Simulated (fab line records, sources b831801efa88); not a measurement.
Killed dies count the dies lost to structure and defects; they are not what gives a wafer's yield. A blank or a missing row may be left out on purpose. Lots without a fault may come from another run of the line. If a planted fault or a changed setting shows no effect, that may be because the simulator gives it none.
fab line records    flow sky130
record lots=5  wafers=15  last-day=49
route steps=708 shown LDD_N@247 LDD_P@255 PAD_OPEN@708
lots that met no fault: taken from a fault-free run of the same line
start-h: hours from the record's first day to the start of the lot's first wafer shown    wait-h: hours from the lot's prior step to this one    " repeats the value in the row above    L1.1+2: one row covering several wafers at once    - either no value or no given start    * or withheld: withheld    < > ~ a bound
route shown NAME@n: names a module that has steps shown in the file, with the first one's number in the route    usual: mean/standard deviation of fault-free wafers    same: alike in all rows    chamber/n: place in a boat    sites: the reading at each site    _std_site: the values' standard deviation    _edge_site: inner sites' mean taken away from outer sites' mean    radius-mm: how far each site lies from the wafer's centre    mask NAME#n: copy n    behind: the tool/chamber that last shaped the wafer    hold: the reason the lot was held/the length of the hold in hours/how it ended    device: which transistor (n, p or np) failed to switch    end of line: the tests these same wafers got at the end of their route    a step without rows: its recipe alone    killed: count of dies lost to structure and defects at first sort (not the wafer's yield)    map: a wafer's dies, x killed, . not, _ none there
set.NAME: the setting as run; set.NAME@STEP: as run at that earlier step    model.NAME: the simulator's own value behind a step, which no gauge read
lots seen at some steps along the route; tables by step, rows by wafer
services: when a tool's chamber went out of use (start-h, in hours from the record's first day, below 0 if earlier), for how many hours, and the reason
## steps
# step SKY_LDD_N_IMPLANT_10
# recipe species=As  energy-kev=20  dose-cm2=7.5e+13  tilt-deg=withheld  rotation-deg=203
# step SKY_LDD_N_IMPLANT_11
# recipe species=As  energy-kev=20  dose-cm2=7.5e+13  tilt-deg=withheld  rotation-deg=293
# step SKY_LDD_N_IMPLANT_12
# recipe species=BF2  energy-kev=50  dose-cm2=5e+12  tilt-deg=30  rotation-deg=0
# step SKY_LDD_N_IMPLANT_13
# recipe species=BF2  energy-kev=50  dose-cm2=5e+12  tilt-deg=30  rotation-deg=90
# step SKY_LDD_N_IMPLANT_14
# recipe species=BF2  energy-kev=50  dose-cm2=5e+12  tilt-deg=30  rotation-deg=180
# step SKY_LDD_N_IMPLANT_15
# recipe species=BF2  energy-kev=50  dose-cm2=5e+12  tilt-deg=30  rotation-deg=270
# step SKY_LDD_N_STRIP_16
# recipe chemistry=O2/N2  power-w=1400  pressure-mtorr=1500  platen-temp-c=withheld  o2-flow-sccm=3000  n2-flow-sccm=300  overash-fraction=0.5
# usual drypump-motor-current-A=6.0/0.41  oes-product-au=0.406/0.0046  strip-time-to-endpoint-s=4.309/0.014
lot.wafer  tool             chamber  start-h  wait-h  drypump-motor-current-A  oes-product-au  rf-hours-counter-h  strip-time-to-endpoint-s
L102.1     plasma-asher-01  1        453.29   0.1     5.7                      0.403           69                  4.327
L102.4     "                1        "        "       5.7                      0.403           -                   4.322
L102.6     "                0        "        "       6.7                      0.405           -                   4.313
L103.1     plasma-asher-04  1        475.08   0.1     6.4                      0.418           4                   4.316
L103.3     "                1        "        "       6.4                      0.414           -                   4.307
L103.6     "                0        "        "       5.9                      0.405           -                   4.273
L114.1     plasma-asher-04  0        563.88   0.1     5.9                      0.394           12                  4.297
L114.3     "                1        "        "       6.4                      0.411           -                   4.300
L114.5     "                1        "        "       6.5                      0.402           -                   4.296
L115.3     plasma-asher-01  0        570.01   0.1     6.7                      0.402           -                   4.314
L115.4     "                1        "        "       5.7                      0.408           -                   4.309
L115.5     "                0        "        "       6.7                      0.401           -                   4.303
L116.2     plasma-asher-03  0        578.03   0.1     6.1                      0.403           44                  4.328
L116.4     "                0        "        "       6.1                      0.407           -                   4.326
L116.5     "                1        "        "       5.5                      0.410           -                   4.310
# step SKY_LDD_N_TW_MEAS_17
# usual LDD_N_TW=2624/30
lot.wafer  tool           chamber  start-h  wait-h  LDD_N_TW
L102.1     film-metro-03  -        453.39   0.1     2615
L102.4     "              -        "        "       2603
L102.6     "              -        "        "       2607
L103.1     film-metro-01  -        475.18   0.1     2655
L103.3     "              -        "        "       2663
L103.6     "              -        "        "       2651
L114.1     film-metro-01  -        563.98   0.1     2640
L114.3     "              -        "        "       2642
L114.5     "              -        "        "       2651
L115.3     film-metro-03  -        570.10   0.1     2620
L115.4     "              -        "        "       2617
L115.5     "              -        "        "       2626
L116.2     film-metro-03  -        578.14   0.1     2592
L116.4     "              -        "        "       2622
L116.5     "              -        "        "       2616
# step SKY_LDD_P_DEHYDRATE_00
# recipe temp-c=200  time-s=60
# step SKY_LDD_P_HMDS_01
# recipe prime-time-s=60  prime-temp-c=120
# step SKY_LDD_P_COAT_02
# recipe resist=NOVOLAK  spin-rpm=3000  resist-thk-nm=1140
# step SKY_LDD_P_SOFTBAKE_03
# recipe temp-c=90  time-s=60  resist=NOVOLAK
# step SKY_LDD_P_EXPOSE_04
# recipe mask-id=PSDM  na=0.6  source-shape=conventional  sigma-outer=0.6  polarization=unpolarized  target-cd-nm=380  dose-mj=138
# usual focus-offset-nm=0.1/0.45
lot.wafer  tool              chamber  start-h  wait-h  mask    focus-offset-nm
L102.1     iline-stepper-02  0        469.63   -       PSDM#0  0.1
L102.4     "                 0        "        "       PSDM#0  0.1
L102.6     "                 0        "        "       PSDM#0  -0.5
L103.1     iline-stepper-01  0        490.25   -       NTM#0   -0.1
L103.3     "                 0        "        "       NTM#0   0.4
L103.6     "                 0        "        "       NTM#0   -0.1
L114.1     iline-stepper-01  0        578.43   -       PSDM#0  -0.4
L114.3     "                 0        "        "       PSDM#0  0.8
L114.5     "                 0        "        "       PSDM#0  0.0
L115.3     iline-stepper-01  0        584.54   -       PSDM#0  0.6
L115.4     "                 0        "        "       PSDM#0  0.6
L115.5     "                 0        "        "       PSDM#0  0.4
L116.2     iline-stepper-02  0        593.39   -       PSDM#0  0.1
L116.4     "                 0        "        "       PSDM#0  0.2
L116.5     "                 0        "        "       PSDM#0  -0.1
# step SKY_LDD_P_PEB_05
# recipe temp-c=withheld  time-s=*  resist=NOVOLAK
# step SKY_LDD_P_DEVELOP_06
# recipe resist=NOVOLAK  developer=TMAH  develop-time-s=60  dev-temp-c=23
# step SKY_LDD_P_CD_MEAS_07
# recipe target-cd-nm=380
# usual cd-nm=380.0/2.4
lot.wafer  tool       chamber  start-h  wait-h  cd-nm
L102.1     cd-sem-02  -        484.00   0.1     380.4
L102.4     "          -        "        "       377.3
L102.6     "          -        "        "       378.4
L103.1     cd-sem-02  -        506.18   0.1     -
L103.3     "          -        "        "       -
L103.6     "          -        "        "       -
L114.1     cd-sem-01  -        593.00   0.1     379.7
L114.3     "          -        "        "       380.9
L114.5     "          -        "        "       379.2
L115.3     cd-sem-02  -        599.52   0.1     383.5
L115.4     "          -        "        "       381.8
L115.5     "          -        "        "       381.2
L116.2     cd-sem-01  -        607.76   0.1     381.0
L116.4     "          -        "        "       380.3
L116.5     "          -        "        "       382.5
# step SKY_LDD_P_OVL_MEAS_08
# usual LDD_P_OVL=-0.2/1.6
lot.wafer  tool        chamber  start-h  wait-h  LDD_P_OVL[nm]
L102.1     overlay-01  -        484.12   0.1     -0.2
L102.4     "           -        "        "       -0.8
L102.6     "           -        "        "       2.3
L103.1     overlay-02  -        506.30   0.1     -
L103.3     "           -        "        "       -
L103.6     "           -        "        "       -
L114.1     overlay-02  -        593.12   0.1     -1.3
L114.3     "           -        "        "       -1.1
L114.5     "           -        "        "       -2.6
L115.3     overlay-02  -        599.61   0.1     -0.2
L115.4     "           -        "        "       0.9
L115.5     "           -        "        "       -0.1
L116.2     overlay-01  -        607.87   0.1     0.8
L116.4     "           -        "        "       0.1
L116.5     "           -        "        "       -0.5
# step SKY_LDD_P_IMPLANT_09
# recipe species=BF2  energy-kev=25  dose-cm2=1e+13  tilt-deg=withheld
# step SKY_LDD_P_STRIP_10
# recipe chemistry=O2/N2  power-w=1400  pressure-mtorr=1500  platen-temp-c=withheld  o2-flow-sccm=3000  n2-flow-sccm=300  overash-fraction=0.5
# usual drypump-motor-current-A=5.9/0.39  oes-product-au=0.716/0.0042  strip-time-to-endpoint-s=14.17/0.051
lot.wafer  tool             chamber  start-h  wait-h  drypump-motor-current-A  oes-product-au  rf-hours-counter-h  strip-time-to-endpoint-s
L102.1     plasma-asher-03  0        484.31   0.1     6.1                      0.712           34                  14.24
L102.4     "                1        "        "       5.5                      0.713           -                   14.23
L102.6     "                1        "        "       5.5                      0.710           -                   14.20
L103.1     plasma-asher-03  1        506.48   0.1     5.5                      0.710           36                  14.10
L103.3     "                0        "        "       6.2                      0.718           -                   14.14
L103.6     "                0        "        "       6.1                      0.720           -                   14.08
L114.1     plasma-asher-02  1        593.31   0.1     6.2                      0.720           82                  14.26
L114.3     "                0        "        "       5.4                      0.723           -                   14.24
L114.5     "                0        "        "       5.4                      0.717           -                   14.24
L115.3     plasma-asher-03  0        599.82   0.1     6.1                      0.711           -                   14.18
L115.4     "                1        "        "       5.5                      0.721           -                   14.22
L115.5     "                1        "        "       5.5                      0.727           -                   14.20
L116.2     plasma-asher-02  0        608.05   0.1     5.3                      0.711           83                  14.15
L116.4     "                1        "        "       6.2                      0.708           -                   14.16
L116.5     "                0        "        "       5.4                      0.706           -                   14.24
# step SKY_LDD_P_TW_MEAS_11
# usual LDD_P_TW=641/9.8
lot.wafer  tool           chamber  start-h  wait-h  hold                      LDD_P_TW
L102.1     film-metro-02  -        484.41   0.1     -                         632
L102.4     "              -        "        "       -                         634
L102.6     "              -        "        "       -                         636
L103.1     film-metro-04  -        506.58   0.1     await-dispo/0.2h/release  29
L103.3     "              -        "        "       await-dispo/0.2h/release  30
L103.6     "              -        "        "       await-dispo/0.2h/release  29
L103.1     film-metro-04  -        506.81   0.2     -                         30
L103.3     "              -        "        "       -                         30
L103.6     "              -        "        "       -                         30
L114.1     film-metro-02  -        593.41   0.1     -                         633
L114.3     "              -        "        "       -                         637
L114.5     "              -        "        "       -                         633
L115.3     film-metro-02  -        599.90   0.1     -                         634
L115.4     "              -        "        "       -                         630
L115.5     "              -        "        "       -                         630
L116.2     film-metro-01  -        608.16   0.1     -                         650
L116.4     "              -        "        "       -                         648
L116.5     "              -        "        "       -                         648
# step SKY_PAD_OPEN_PROBE_99
# usual defect-limited-yield=82.2/1.9  killed_at_M0_to_M3=44/6.6  killed_at_M4_up=3.4/1.9  killed-at-contacts=25/5.6  killed-at-front-end=15/4.6  killed-at-other=0.3/0.6  killed-dies=88/9.5  killed-open=47/7.1  killed-short=40/6.4  sort_bin_3_pad_short=1.0/0.47  sort_bin_5_function=10.4/1.4  sort_bin_6_memory=6.4/1.1  sort-n-pass=404/9.5  sort-yield-pct=82.2/1.9
# same gross-dies=492  killed-at-back-side=0  sort_bin_4_leakage[%]=0  sort_bin_8_speed[%]=0
lot.wafer  tool       chamber  start-h  wait-h  defect-limited-yield[%]  killed_at_M0_to_M3  killed_at_M4_up  killed-at-contacts  killed-at-front-end  killed-at-other  killed-dies  killed-open  killed-short  sort_bin_3_pad_short[%]  sort_bin_5_function[%]  sort_bin_6_memory[%]  sort-n-pass  sort-yield-pct[%]
L102.1     prober-02  -        1112.86  0.1     81.9                     36                  2                28                  23                   0                89           52           37            1.0                      10.0                    7.1                   403          81.9
L102.4     prober-02  -        1113.01  0.2     79.9                     38                  6                33                  22                   0                99           61           38            1.8                      11.2                    7.1                   393          79.9
L102.6     prober-02  -        1113.11  0.2     82.3                     47                  3                19                  18                   0                87           45           42            0.6                      10.8                    6.3                   405          82.3
L114.1     prober-02  -        1182.44  0.1     83.5                     39                  5                20                  16                   1                81           46           35            1.2                      10.6                    4.7                   411          83.5
L114.3     prober-02  -        1182.54  0.2     86.4                     40                  3                13                  11                   0                67           40           27            0.2                      8.3                     5.1                   425          86.4
L114.5     prober-02  -        1182.64  0.2     81.9                     39                  4                29                  16                   1                89           47           42            0.6                      9.6                     7.9                   403          81.9
L115.3     prober-02  -        1184.21  0.2     80.3                     54                  4                26                  13                   0                97           57           40            1.0                      10.8                    7.9                   395          80.3
L115.4     prober-02  -        1184.26  0.2     84.1                     44                  2                19                  12                   1                78           40           38            0.4                      10.2                    5.3                   414          84.1
L115.5     prober-02  -        1184.31  0.2     80.9                     48                  3                30                  13                   0                94           55           39            0.8                      10.4                    7.9                   398          80.9
# killed by level:class
L102.1 VIA1:geometric-particle:open=15 LI_CONTACT:geometric-particle:open=10 CONTACT:geometric-particle:open=9 FIELD_ISO:geometric-particle:short=6 METAL3:geometric-particle:short=6 FIELD_ISO:geometric-particle:open=5 POLY_GATE:geometric-particle:open=5 POLY_GATE:geometric-particle:short=4
L102.4 CONTACT:geometric-particle:open=16 VIA2:geometric-particle:open=10 LI_CONTACT:geometric-particle:open=9 VIA1:geometric-particle:open=9 SPACER:geometric-particle:short=6 VIA3:geometric-particle:open=5 FIELD_ISO:geometric-particle:open=4 FIELD_ISO:geometric-particle:short=4
L102.6 VIA1:geometric-particle:open=9 CONTACT:geometric-particle:open=7 VIA1:geometric-particle:short=6 POLY_GATE:geometric-particle:open=5 LI_CONTACT:geometric-particle:open=5 VIA3:geometric-particle:short=5 VIA3:geometric-particle:open=5 METAL3:geometric-particle:short=4
L114.1 CONTACT:geometric-particle:open=11 METAL1:geometric-particle:short=10 FIELD_ISO:geometric-particle:open=7 VIA1:geometric-particle:open=7 LI_CONTACT:geometric-particle:open=5 VIA3:geometric-particle:open=5 VIA2:geometric-particle:open=4 METAL1:geometric-particle:open=4
L114.3 VIA1:geometric-particle:open=9 VIA3:geometric-particle:open=8 CONTACT:geometric-particle:open=5 VIA2:geometric-particle:open=5 METAL2:geometric-particle:short=4 FIELD_ISO:geometric-particle:open=3 LI_CONTACT:geometric-particle:open=3 METAL1:geometric-particle:short=3
L114.5 CONTACT:geometric-particle:open=13 VIA1:geometric-particle:open=10 LI_CONTACT:geometric-particle:open=6 FIELD_ISO:geometric-particle:open=5 VIA1:geometric-particle:short=5 VIA2:geometric-particle:open=5 FIELD_ISO:geometric-particle:short=4 LOCAL_INTERCONNECT:geometric-particle:short=4
L115.3 VIA1:geometric-particle:open=13 CONTACT:geometric-particle:open=9 VIA2:geometric-particle:open=9 METAL1:geometric-particle:short=9 VIA1:geometric-particle:short=8 VIA3:geometric-particle:open=8 LI_CONTACT:geometric-particle:open=6 LI_CONTACT:geometric-particle:short=5
L115.4 VIA1:geometric-particle:open=9 CONTACT:geometric-particle:open=8 VIA1:geometric-particle:short=7 METAL2:geometric-particle:short=6 VIA2:geometric-particle:open=5 VIA3:geometric-particle:open=5 LI_CONTACT:geometric-particle:open=4 LOCAL_INTERCONNECT:geometric-particle:short=4
L115.5 CONTACT:geometric-particle:open=16 VIA1:geometric-particle:open=12 LI_CONTACT:geometric-particle:open=8 METAL1:geometric-particle:short=7 FIELD_ISO:geometric-particle:short=6 VIA2:geometric-particle:open=6 METAL3:geometric-particle:short=6 VIA1:geometric-particle:short=5
## services
tool              chamber  start-h  hours  kind
plasma-asher-04   0        430.32   -      clean
plasma-asher-04   1        430.32   -      clean
iline-stepper-02  0        473.62   -      calibration
iline-stepper-02  -        481.44   20.1   repair
iline-stepper-01  0        483.37   -      calibration
iline-stepper-02  -        484.56   10.3   repair
iline-stepper-01  -        506.53   1.7    pm
plasma-asher-04   -        516.89   4.4    repair
plasma-asher-04   -        543.78   4.3    repair
plasma-asher-02   -        555.92   4.4    repair
plasma-asher-04   -        575.93   6.8    repair
iline-stepper-02  -        605.23   1.7    pm
## key
first-sign step=SKY_LDD_P_EXPOSE_04  reading=mask  direction=changed
effect step=SKY_LDD_P_CD_MEAS_07  reading=cd-nm  direction=missing
effect step=SKY_LDD_P_OVL_MEAS_08  reading=LDD_P_OVL  direction=missing
effect step=SKY_LDD_P_TW_MEAS_11  reading=visit  direction=added
effect step=SKY_LDD_P_TW_MEAS_11  reading=LDD_P_TW  direction=down  sigmas=62  usual=641  struck=30
met-at SKY_LDD_P_EXPOSE_04
struck-wafers L103.1,L103.3,L103.6
scrapped-behind SKY_LDD_P_TW_MEAS_11 L103.1,L103.3,L103.6
fault kind=wrong-mask  tool=any  chamber=-  onset-h=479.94  steps=SKY_LDD_P_EXPOSE_04  aux-copy=NTM#0  scope=struck-lots-only
